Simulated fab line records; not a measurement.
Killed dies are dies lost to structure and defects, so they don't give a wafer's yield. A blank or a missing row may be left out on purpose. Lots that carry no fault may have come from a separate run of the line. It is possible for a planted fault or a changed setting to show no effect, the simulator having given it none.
The tool behind it: which one?    flow sfq line    14 lots, 42 wafers sampled, at 2 steps of a route of 325

## WHAT EACH GAUGE READ, for each wafer
SFQ_M2_RS_MEAS_914: measures by four-point-probe. Usual: M2_NB_RS 0.894 ohm/sq, standard deviation 0.0096.
lot   measured      on             M2_NB_RS (ohm/sq)  flag
L994  day 15 19:25  film metro-04  0.905 0.907 0.903  
L995  day 16 23:29  film metro-02  0.898 0.911 0.901  
L996  day 20 03:17  film metro-02  0.889 0.880 0.889  
L997  day 20 17:40  film metro-01  0.897 0.898 0.901  
L998  day 21 04:37  film metro-01  0.893 0.887 0.889  
L999  day 21 09:25  film metro-04  0.882 0.906 0.899  
L109  day 26 00:31  film metro-04  0.890 0.880 0.874  
L110  day 26 07:40  film metro-04  0.881 0.883 0.880  
L111  day 26 09:31  film metro-02  0.883 0.886 0.891  
L113  day 26 17:01  film metro-02  0.879 0.898 0.879  
L114  day 26 20:01  film metro-01  0.910 0.912 0.906  
L115  day 27 00:39  film metro-04  0.903 0.891 0.897  
L116  day 27 10:13  film metro-02  0.902 0.888 0.904  
L117  day 27 16:20  film metro-04  0.898 0.874 0.896  

## WHAT TOOL EACH LOT RAN ON (gives the tool, then ch and the chambers of the sampled wafers, and finally the start)
lot   SFQ_TRILAYER_L0_DEP_SPUTTER_003
L994  pvd sputter-06, day 1 12:29
L995  pvd sputter-06, day 1 17:29
L996  pvd sputter-06, day 1 22:29
L997  pvd sputter-03, day 2 03:29
L998  pvd sputter-05, day 2 08:29
L999  pvd sputter-06, day 2 13:29
L109  pvd sputter-03, day 4 15:29
L110  pvd sputter-06, day 4 20:29
L111  pvd sputter-06, day 5 01:29
L113  pvd sputter-03, day 5 11:29
L114  pvd sputter-05, day 5 16:29
L115  pvd sputter-06, day 5 21:29
L116  pvd sputter-05, day 6 02:29
L117  pvd sputter-06, day 6 07:29
- SFQ_TRILAYER_L0_DEP_SPUTTER_003: material MoNx KI, target thk 40 nm, time 100 s.

## WHAT THE TOOLS THEMSELVES READ (means of the sampled wafers that have a number; where no wafer has one, the mark that the record gives instead)
SFQ_TRILAYER_L0_DEP_SPUTTER_003. Usual: 30.1 % for throttle valve pct, sd 0.77.
lot   tool            throttle valve pct (%)  flag
L994  pvd sputter-06  29.5                    
L995  pvd sputter-06  29.9                    
L996  pvd sputter-06  30.4                    
L997  pvd sputter-03  30.3                    
L998  pvd sputter-05  29.4                    
L999  pvd sputter-06  29.9                    
L109  pvd sputter-03  30.9                    
L110  pvd sputter-06  30.1                    
L111  pvd sputter-06  30.5                    
L113  pvd sputter-03  31.0                    
L114  pvd sputter-05  29.0                    
L115  pvd sputter-06  30.0                    
L116  pvd sputter-05  29.3                    
L117  pvd sputter-06  30.4                    

## THE ANSWER, worked out from the rows above alone
Rule: a lot counts as off when the mean over its wafers that have a number is more than 3 standard deviations away from the usual mean. Also off: a lot with no number at a reading for which 4 or more lots have one. All remaining lots with rows at the step are treated as sound. First the gauges in route order, then the tools' own readings, where a lot's mean is used as printed above. The first step at which some lot is off is used, and at that step the reading that is off furthest; a lot without a number counts as furthest.
Across all readings shown, no lot is off: no conclusion can be drawn from this.

## WHAT WAS PUT IN BY THE SIMULATOR
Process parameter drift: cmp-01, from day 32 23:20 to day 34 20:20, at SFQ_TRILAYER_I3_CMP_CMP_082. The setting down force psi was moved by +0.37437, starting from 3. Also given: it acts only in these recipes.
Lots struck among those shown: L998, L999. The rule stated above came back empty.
